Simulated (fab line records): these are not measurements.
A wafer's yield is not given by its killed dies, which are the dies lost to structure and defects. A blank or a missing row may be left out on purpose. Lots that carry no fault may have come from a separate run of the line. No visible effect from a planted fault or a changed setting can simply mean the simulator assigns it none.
Which of the tools did it?	flow gf180mcu	39 wafers from 13 lots sampled at 4 of the route's 602 steps

WHAT THE GAUGES SHOWED, per wafer
GF_SAB_THK_MEAS_01.
lot	measured	on	SAB_CVD_00_THK (nm)
L461	day 13 21:09	film_metro-03	49.5 49.5 50.4
L463	day 14 14:36	film_metro-03	49.6 49.2 50.3
L464	day 15 00:56	film_metro-02	49.6 49.2 50.0
L465	day 15 11:44	film_metro-02	49.4 49.8 50.0
L469	day 16 18:51	film_metro-02	50.2 49.6 50.6
L468	day 16 22:52	film_metro-01	49.5 50.3 49.5
L470	day 17 08:34	film_metro-02	48.9 49.5 50.4
L472	day 18 22:53	film_metro-03	49.5 49.5 51.0
L474	day 19 01:54	film_metro-01	49.4 50.1 51.3
L473	day 19 03:38	film_metro-02	44.8 45.4 45.4
L476	day 19 22:23	film_metro-01	44.3 44.6 45.0
L480	day 21 08:32	film_metro-02	49.9 49.2 50.3
L484	day 22 04:40	film_metro-02	48.8 50.0 49.7

GF_CONTACT_THK_MEAS_01.
lot	measured	on	CONTACT_CVD_00_THK (nm)
L461	day 14 18:25	film_metro-02	299.1 297.4 302.0
L463	day 15 12:42	film_metro-04	297.8 295.5 295.8
L464	day 15 23:06	film_metro-04	301.8 297.8 299.5
L465	day 16 10:48	film_metro-04	296.2 298.4 298.5
L469	day 17 19:29	film_metro-03	303.1 302.1 300.5
L468	day 17 22:43	film_metro-02	298.3 301.5 298.5
L470	day 18 08:41	film_metro-03	296.2 297.5 300.3
L472	day 20 00:14	film_metro-04	298.8 294.7 300.0
L474	day 20 03:16	film_metro-03	298.5 298.6 295.5
L473	day 20 05:19	film_metro-03	295.8 297.4 299.1
L476	day 20 23:05	film_metro-02	300.6 297.4 300.7
L480	day 22 08:46	film_metro-02	296.0 296.8 295.6
L484	day 23 05:07	film_metro-03	299.6 295.0 296.8

TOOL THAT RAN EACH LOT (tool first, then ch and the chambers of the sampled wafers, then the start)
lot	GF_HV_LDD_RTA_52	GF_SAB_CVD_00
L461	rtp_anneal-01 ch 0, day 12 02:52	pecvd-03 ch 0,1, day 13 21:07
L463	rtp_anneal-01 ch 0, day 12 18:40	pecvd-03 ch 0,2, day 14 14:34
L464	rtp_anneal-02 ch 0, day 13 03:34	pecvd-02 ch 0,2, day 15 00:55
L465	rtp_anneal-02 ch 0, day 13 13:33	pecvd-03 ch 0,1,2, day 15 11:43
L469	rtp_anneal-01 ch 0, day 14 19:08	pecvd-03 ch 1,2, day 16 18:49
L468	rtp_anneal-01 ch 0, day 14 22:47	pecvd-03 ch 0,2, day 16 22:50
L470	rtp_anneal-02 ch 0, day 15 07:38	pecvd-01 ch 0,2, day 17 08:33
L472	rtp_anneal-02 ch 0, day 16 20:53	pecvd-02 ch 0,1,2, day 18 22:52
L474	rtp_anneal-02 ch 0, day 16 22:54	pecvd-01 ch 0,2, day 19 01:49
L473	rtp_anneal-01 ch 0, day 17 01:19	pecvd-02 ch 0,1,2, day 19 03:36
L476	rtp_anneal-01 ch 0, day 17 19:38	pecvd-02 ch 0,2, day 19 22:22
L480	rtp_anneal-02 ch 0, day 19 04:18	pecvd-01 ch 0,1, day 21 08:31
L484	rtp_anneal-02 ch 0, day 20 01:51	pecvd-03 ch 1,2, day 22 04:37
- GF_HV_LDD_RTA_52: time 10 s.
- GF_SAB_CVD_00: deposits SiO2 from TEOS, target thk 50 nm, time 4.9302 s.

WHAT THE TOOLS THEMSELVES READ (means of the sampled wafers that have a number; where no wafer has one, the mark that the record gives instead)
GF_HV_LDD_RTA_52.
lot	tool	lamp_power_pct (%)	wafer_temp_C_max
L461	rtp_anneal-01	27	1006.5
L463	rtp_anneal-01	27	1006.9
L464	rtp_anneal-02	39	1004.5
L465	rtp_anneal-02	39	1004.0
L469	rtp_anneal-01	27	1006.0
L468	rtp_anneal-01	27	1006.0
L470	rtp_anneal-02	39	1004.9
L472	rtp_anneal-02	39	1004.7
L474	rtp_anneal-02	39	1005.1
L473	rtp_anneal-01	27	1005.8
L476	rtp_anneal-01	27	1006.9
L480	rtp_anneal-02	39	1005.2
L484	rtp_anneal-02	39	1003.9

GF_SAB_CVD_00.
lot	tool	heater_power_w (W)	rf_fwd_power_W (W)
L461	pecvd-03	522	589.4
L463	pecvd-03	537	587.3
L464	pecvd-02	745	588.8
L465	pecvd-03	601	585.3
L469	pecvd-03	672	586.1
L468	pecvd-03	528	588.2
L470	pecvd-01	733	585.5
L472	pecvd-02	747	589.9
L474	pecvd-01	619	584.9
L473	pecvd-02	708	-
L476	pecvd-02	787	-
L480	pecvd-01	789	586.9
L484	pecvd-03	622	583.5

THE ANSWER, worked out from the rows above alone
Rule: the lots themselves supply what counts as usual. The widest of any qualifying gaps counts: lots, ordered by their means at a reading, are off when they make up no more than a third of the lots, leave a main group of 4 or more, and stand apart from it by 3 or more times the standard deviation of that group's means. A main group is skipped when, at the precision printed for the reading in the tables above, its means are all equal. Also off: a lot with no number at a reading for which 4 or more lots have one. All remaining lots with rows at the step are treated as sound. Order of review: gauges by route order, followed by the tools' own readings, for which a lot's mean as printed above is used. The first step at which some lot is off is used, and at that step the reading that is off furthest; a lot without a number counts as furthest.
Off: at GF_SAB_THK_MEAS_01 (SAB_CVD_00_THK), L473, L476. The main group: mean 49.8 nm, standard deviation 0.22.
A tool fits if, at a process step before that reading, it ran every lot that is off, and no sound lot after the first of them. Not tried: the gauges at GF_SAB_THK_MEAS_01; whatever is off there is also off at GF_SAB_CVD_00, on other tools, and gauge error can't account for it. Undecided on this evidence; 2 tools fit (rtp_anneal-01 at GF_HV_LDD_RTA_52, pecvd-02 at GF_SAB_CVD_00).

WHAT THE SIMULATOR PUT IN
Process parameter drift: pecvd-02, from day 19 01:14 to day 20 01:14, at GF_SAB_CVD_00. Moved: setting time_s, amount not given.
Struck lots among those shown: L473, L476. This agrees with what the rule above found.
